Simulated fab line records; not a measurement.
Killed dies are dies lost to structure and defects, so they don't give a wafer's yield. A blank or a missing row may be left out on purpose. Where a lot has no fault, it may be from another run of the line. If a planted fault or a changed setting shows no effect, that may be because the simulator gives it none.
Struck lot and sound lot, side by side | flow sky130 | 15 out of 708 route steps
Sound: these wafers, L736.4, L736.5, L736.6. The struck wafers were L744.1, L744.3, L744.5. The cause is named last.
Order at every step that has rows: each side's tool, ch and its chambers, its first start. Under that, the readings that differ: sound wafers | struck wafers | difference of the means | sigmas: that difference in standard deviations of wafers without a fault.
alike: a reading whose means differ by less than 2 such deviations, as well as words and numbers matching on both sides. not compared: withheld readings; readings where some wafer has no value; bounds like >300 that might hide an equal value; numbers whose values overlap and for which the record gives no deviation.
Wherever a step has rows on one side only, a row that says differs or no value, or a row with sigmas, the two part there. When numbers do not overlap yet have no deviation, they are printed without sigmas and do not part them. Lack of a reading on every wafer of one side parts them only where that side has two or more wafers.

first, 5 steps without rows for these wafers: SKY_LI_CONTACT_COAT_07 (resist thk 450 nm); SKY_LI_CONTACT_SOFTBAKE_08 (time 90 s); SKY_LI_CONTACT_EXPOSE_09 (exposes mask LICM1, target cd 170 nm); SKY_LI_CONTACT_PEB_10; SKY_LI_CONTACT_DEVELOP_11 (develop time 60 s).
SKY_LI_CONTACT_CD_MEAS_12: the cd target is 170 nm.
  sound on cdSem-01, day 32 09:26; struck on cdSem-01, day 33 09:51
  alike: cdNm
SKY_LI_CONTACT_OVL_MEAS_13:
  sound on overlay-02, day 32 09:30; struck on overlay-01, day 33 09:58
  alike: LI_CONTACT_OVL
SKY_LI_CONTACT_ETCH_14: etches BARC in N2/H2, stops on SiO2, time 45.9 s, target depth 60 nm.
  sound on rieDiel-01 ch 2,3, day 32 09:31; struck on rieDiel-02 ch 1,3, day 33 10:01
  alike: drypumpMotorCurrentA, oesProductAu, rfFwdPowerW, throttleValvePct
  not compared: rfHoursCounterH
SKY_LI_CONTACT_ETCH_15: etches PSG in C4F8/O2/Ar, stops on Si, target depth 600 nm.
  sound on rieDiel-01 ch 2,3, day 32 09:34; struck on rieDiel-02 ch 1,3, day 33 10:03
  alike: oesProductAu, rfFwdPowerW
SKY_LI_CONTACT_STRIP_16: strips in O2/N2.
  sound on plasmaAsher-04 ch 0,1, day 32 09:41; struck on plasmaAsher-01 ch 1, day 33 10:08
  alike: drypumpMotorCurrentA, oesProductAu, stripTimeToEndpointS
  not compared: rfHoursCounterH
then, 2 steps without rows for these wafers: SKY_LI_CONTACT_CLEAN_17 (cleans in NMP, time 600 s); SKY_LI_CONTACT_PRE_CLEAN_18 (time 5.6 s).
SKY_LI_CONTACT_SPUTTER_19: material Ti, target thk 20 nm, time 106.37 s.
  sound on pvdSputter-03, day 32 09:56; struck on pvdSputter-03, day 33 10:27
reading                                      | sound             | struck            | difference | sigmas
model.Ti_of_LI_CONTACT_SPUTTER_19.thkNm (nm) | 19.96 19.98 19.92 | 25.09 24.88 25.34 | +5.15      | 
  alike: cathodeDcPowerW, throttleValvePct
SKY_LI_CONTACT_SPUTTER_20: material TiN, target thk 20 nm, time 80 s.
  sound on pvdSputter-03, day 32 10:01; struck on pvdSputter-03, day 33 10:31
  alike: cathodeDcPowerW, throttleValvePct
-- record jumps: 16 days separate the struck wafers' starts on either side; left off in module LI_CONTACT, taken up again in module PAD_OPEN, whose first shown step is the route's number 708 --
SKY_PAD_OPEN_PROBE_99:
  sound on prober-01, day 48 08:07; struck on prober-01, day 49 01:23
  alike: killed_at_M0_to_M3, killed_at_M4_up, killedAtContacts, killedAtFrontEnd, killedAtOther, killedDies, killedOnRim, killedOpen, killedShort

WHERE THEY PART
Nowhere in this record.

WHY: whatever the simulator had introduced
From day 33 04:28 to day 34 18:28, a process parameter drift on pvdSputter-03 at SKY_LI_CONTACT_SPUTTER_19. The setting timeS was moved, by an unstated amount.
